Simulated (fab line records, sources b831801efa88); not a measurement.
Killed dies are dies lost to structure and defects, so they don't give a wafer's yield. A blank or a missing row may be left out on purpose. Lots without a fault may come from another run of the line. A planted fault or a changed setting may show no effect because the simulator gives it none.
Which tool did it? | flow sky130 | 12 lots, 36 wafers sampled, at 2 steps of a route of 708

WHAT THE GAUGES READ, wafer by wafer
SKY_VIA2_BOW_MEAS_03. Usual: VIA2_BOW 87 um, standard deviation 7.
lot  | measured     | on            | VIA2_BOW (um) | flag
L773 | day 35 03:31 | film_metro-04 | 89 84 88      |
L774 | day 35 11:13 | film_metro-04 | 93 92 94      |
L776 | day 36 09:04 | film_metro-02 | 79 87 78      |
L777 | day 36 22:56 | film_metro-01 | 92 93 81      |
L778 | day 37 00:25 | film_metro-01 | 91 91 74      |
L779 | day 37 07:54 | film_metro-01 | 86 92 87      |
L781 | day 37 23:28 | film_metro-01 | 91 82 84      |
L782 | day 38 12:35 | film_metro-02 | 86 80 89      |
L788 | day 40 01:10 | film_metro-04 | 71 65 81      |
L789 | day 40 05:57 | film_metro-01 | 101 100 90    |
L790 | day 40 10:46 | film_metro-02 | 70 84 88      |
L794 | day 41 20:23 | film_metro-02 | 90 88 83      |

WHICH TOOL RAN EACH LOT (tool, then ch and the chambers of the sampled wafers, then the start)
lot  | SKY_METAL2_STRIP_20
L773 | plasma_asher-04 ch 0,1, day 35 02:25
L774 | plasma_asher-04 ch 0,1, day 35 10:05
L776 | plasma_asher-02 ch 0,1, day 36 07:58
L777 | plasma_asher-03 ch 0,1, day 36 21:51
L778 | plasma_asher-02 ch 0,1, day 36 23:19
L779 | plasma_asher-03 ch 0,1, day 37 06:45
L781 | plasma_asher-03 ch 0,1, day 37 22:22
L782 | plasma_asher-04 ch 0,1, day 38 11:14
L788 | plasma_asher-02 ch 0,1, day 39 23:55
L789 | plasma_asher-02 ch 0,1, day 40 04:50
L790 | plasma_asher-02 ch 0,1, day 40 09:41
L794 | plasma_asher-02 ch 0,1, day 41 19:10
- SKY_METAL2_STRIP_20: strips in O2/N2.

WHAT THE TOOLS THEMSELVES READ (means of the sampled wafers that have a number; where no wafer has one, the mark that the record gives instead)
SKY_METAL2_STRIP_20. Usual: drypump_motor_current_A 5.55 A, standard deviation 0.21; oes_product_au 0.341 a.u., standard deviation 0.0044; strip_time_to_endpoint_s 2.66 s, standard deviation 0.033.
lot  | tool            | drypump_motor_current_A (A) | oes_product_au (a.u.) | strip_time_to_endpoint_s (s) | flag
L773 | plasma_asher-04 | 5.78                        | 0.345                 | 2.71                         |
L774 | plasma_asher-04 | 5.80                        | 0.338                 | 2.65                         |
L776 | plasma_asher-02 | 5.57                        | 0.346                 | 2.61                         |
L777 | plasma_asher-03 | 5.34                        | 0.342                 | 2.68                         |
L778 | plasma_asher-02 | 5.57                        | 0.341                 | 2.62                         |
L779 | plasma_asher-03 | 5.34                        | 0.343                 | 2.65                         |
L781 | plasma_asher-03 | 5.24                        | 0.339                 | 2.63                         |
L782 | plasma_asher-04 | 5.78                        | 0.340                 | 2.68                         |
L788 | plasma_asher-02 | 5.60                        | 0.342                 | 2.68                         |
L789 | plasma_asher-02 | 5.61                        | 0.341                 | 2.65                         |
L790 | plasma_asher-02 | 5.59                        | 0.338                 | 2.67                         |
L794 | plasma_asher-02 | 5.57                        | 0.343                 | 2.69                         |

THE ANSWER, worked out from the rows above alone
Rule: a lot is off if the mean of its wafers that have a number lies more than 3 standard deviations from the usual mean. A lot without any number at a reading at which 4 lots or more have one is off too. The other lots that the step has rows for count as sound. The gauges are gone through in route order, then the tools' own readings, and for those a lot's mean is taken as printed above. The first step at which some lot is off is used, and at that step the reading that is off furthest; a lot without a number counts as furthest.
No lot is off at any reading shown: from this, nothing can be told.

WHAT THE SIMULATOR HAD PUT IN
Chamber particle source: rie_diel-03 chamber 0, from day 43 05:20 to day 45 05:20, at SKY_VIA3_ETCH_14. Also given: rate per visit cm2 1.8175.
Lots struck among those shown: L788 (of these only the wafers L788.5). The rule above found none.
